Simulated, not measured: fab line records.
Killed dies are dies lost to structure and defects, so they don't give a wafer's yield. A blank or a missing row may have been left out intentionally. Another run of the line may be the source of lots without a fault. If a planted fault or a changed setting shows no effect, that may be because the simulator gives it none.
Which tool did it? -- flow gf180mcu -- 13 lots with 39 wafers sampled at 2 steps, on a route of 602 steps

== WHAT THE GAUGES READ, wafer by wafer ==
GF_M1_CD_MEAS_14: the cd target is 230 nm.
lot,measured,on,cd nm (nm)
L324,day 17 03:34,cd sem-01,230.5 230.8 229.9
L326,day 18 02:14,cd sem-02,231.0 229.9 230.9
L327,day 18 09:41,cd sem-01,231.2 231.0 231.3
L328,day 19 01:49,cd sem-02,230.6 229.5 229.8
L334,day 20 22:49,cd sem-01,231.9 230.8 233.1
L335,day 21 07:29,cd sem-01,227.8 229.2 229.4
L337,day 21 21:17,cd sem-01,230.4 230.3 230.1
L340,day 22 23:09,cd sem-01,229.6 228.7 231.0
L343,day 23 19:17,cd sem-01,228.2 228.7 228.6
L344,day 24 05:29,cd sem-01,230.3 231.0 231.7
L345,day 24 14:58,cd sem-01,230.2 230.4 230.6
L346,day 24 20:42,cd sem-02,229.0 229.6 229.2
L347,day 25 08:47,cd sem-02,231.2 230.2 230.9

GF_V1_BOW_MEAS_05.
lot,measured,on,V1_BOW (um)
L324,day 17 04:55,film metro-04,89 84 78
L326,day 18 03:37,film metro-03,77 73 74
L327,day 18 11:07,film metro-03,74 97 80
L328,day 19 03:10,film metro-03,87 82 84
L334,day 21 00:12,film metro-04,77 83 88
L335,day 21 08:53,film metro-04,78 97 87
L337,day 21 22:38,film metro-03,88 84 76
L340,day 23 00:31,film metro-01,81 87 84
L343,day 23 20:47,film metro-04,80 86 85
L344,day 24 06:57,film metro-01,74 78 75
L345,day 24 16:35,film metro-01,91 78 81
L346,day 24 22:04,film metro-01,83 80 90
L347,day 25 10:08,film metro-03,93 85 96

== WHAT TOOL EACH LOT RAN ON (gives the tool, then ch and the chambers of the sampled wafers, and finally the start) ==
Before these readings, the record contains no process step.

== WHAT THE TOOLS THEMSELVES READ (means of the sampled wafers that have a number; where no wafer has one, the mark that the record gives instead) ==
The record holds no such reading with a usual standard deviation.

== THE ANSWER, worked out from the rows above alone ==
Rule: the usual values come from the lots themselves. Put in order of their means at a reading, lots are off if they are a third of the lots or fewer, leave a main group of 4 or more, and stand apart from it by a gap of 3 or more times the standard deviation of the main group's means; of several such gaps the widest counts. Not used: any main group whose means are identical at the precision the tables above print for the reading. A lot without any number at a reading at which 4 lots or more have one is off too. The other lots that the step has rows for count as sound. The gauges are gone through in route order, then the tools' own readings, and for those a lot's mean is taken as printed above. The first step at which some lot is off is used, and at that step the reading that is off furthest; a lot without a number counts as furthest.
No lot is off on any of the readings shown, so nothing can be concluded from this.

== WHAT THE SIMULATOR PUT IN ==
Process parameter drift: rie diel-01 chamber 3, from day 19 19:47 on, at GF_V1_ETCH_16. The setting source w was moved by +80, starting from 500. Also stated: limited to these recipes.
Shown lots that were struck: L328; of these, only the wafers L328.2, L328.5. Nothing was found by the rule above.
